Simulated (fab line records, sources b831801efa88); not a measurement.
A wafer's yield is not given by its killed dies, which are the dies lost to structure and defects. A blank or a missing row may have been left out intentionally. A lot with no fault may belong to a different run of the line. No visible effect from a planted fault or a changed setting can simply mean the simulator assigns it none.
Comparing a struck lot with a sound one -- flow sfq_line -- 14 out of 325 route steps
Sound: these wafers, L390.2, L390.5, L390.6. Wafers struck: L395.3, L395.5, L395.6. The cause comes at the end.
Each step with rows lists, per side, the tool, then ch with its chambers, then its first start. Under that, the readings that differ: sound wafers -- struck wafers -- difference of the means -- sigmas: that difference in standard deviations of wafers without a fault.
alike: words and numbers the same on both sides, and readings whose means are apart by under 2 such deviations; not compared: readings that were withheld, readings missing a value for some wafer, numbers with overlapping values and no deviation given by the record, and bounds like >300 which may hide the same value.
Wherever a step has rows on one side only, a row that says differs or no value, or a row with sigmas, the two part there. Numbers that don't overlap but have no deviation are shown without sigmas and don't part them. A reading missing from all wafers of one side parts the sides only when that side holds two or more wafers.

first, 1 step without rows for these wafers: SFQ_TRILAYER_JJ_CE_LITHO_DEVELOP_116 (time 60 s).
SFQ_JJ_OVL_MEAS_931:
  sound: overlay-01 at day 62 14:12; struck: overlay-02 at day 63 20:12
  alike: J5_OVL
SFQ_TRILAYER_JJ_CE_METRO_MEASURE_117:
  sound: cd_sem-01 at day 62 14:26; struck: cd_sem-02 at day 63 20:38
  alike: cd_nm
SFQ_TRILAYER_JJ_CE_BARC_OPEN_RIE_150: chemistry O2, target BARC, target depth 240 nm, time 80 s.
  sound on rie_metal-04 ch 0,1, day 62 15:26; struck on rie_metal-03 ch 0,1, day 63 21:28
  alike: drypump_motor_current_A, oes_product_au
  not compared: rf_hours_counter_h
SFQ_TRILAYER_JJ_CE_ETCH_RIE_118: chemistry SF6, target Nb, stops on Al2O3, time 97.7 s, target depth 170 nm.
  sound on rie_metal-04 ch 0,1, day 62 15:31; struck on rie_metal-03 ch 0,1, day 63 21:34
  alike: drypump_motor_current_A, oes_product_au
  not compared: rf_hours_counter_h
next, for these wafers, 1 step has no rows: SFQ_TRILAYER_JJ_ANODIZE_ANODIZE_119.
SFQ_TRILAYER_JJ_CE_STRIP_STRIP_120: strips in O2.
  sound on rie_metal-03 ch 0,1, day 62 16:08; struck on rie_metal-01 ch 0,1, day 63 22:20
  alike: drypump_motor_current_A, oes_product_au
  not compared: rf_hours_counter_h
then, 5 steps without rows for these wafers: SFQ_TRILAYER_JJ_CE_STRIP_SOLV_CLEAN_121 (cleans in NMP, time 600 s); SFQ_TRILAYER_M5_LITHO_COAT_128 (resist thk 62 nm); SFQ_TRILAYER_M5_LITHO_COAT_123 (resist thk 600 nm); SFQ_TRILAYER_M5_LITHO_SOFTBAKE_127; SFQ_TRILAYER_M5_LITHO_EXPOSE_124 (exposes mask M5, target cd 700 nm).
-- the record jumps here: 4 days lie between the struck wafers' starts before and after --
SFQ_TRILAYER_M5_LITHO_PEB_126: peb time 60 s.
  sound on litho_track-01 ch 0, day 67 05:22; struck on litho_track-04, day 68 05:30
  no value came back on the struck wafers for chill_plate_temp_C (C), exhaust_pa (Pa); on the sound wafers chill_plate_temp_C (C) reads 23.04 22.98 23.01
then, 1 step without rows for these wafers: SFQ_TRILAYER_M5_LITHO_DEVELOP_125 (time 60 s).

== WHERE THEY PART ==
Only at SFQ_TRILAYER_M5_LITHO_PEB_126, as far as this record shows.

WHY: whatever the simulator had introduced
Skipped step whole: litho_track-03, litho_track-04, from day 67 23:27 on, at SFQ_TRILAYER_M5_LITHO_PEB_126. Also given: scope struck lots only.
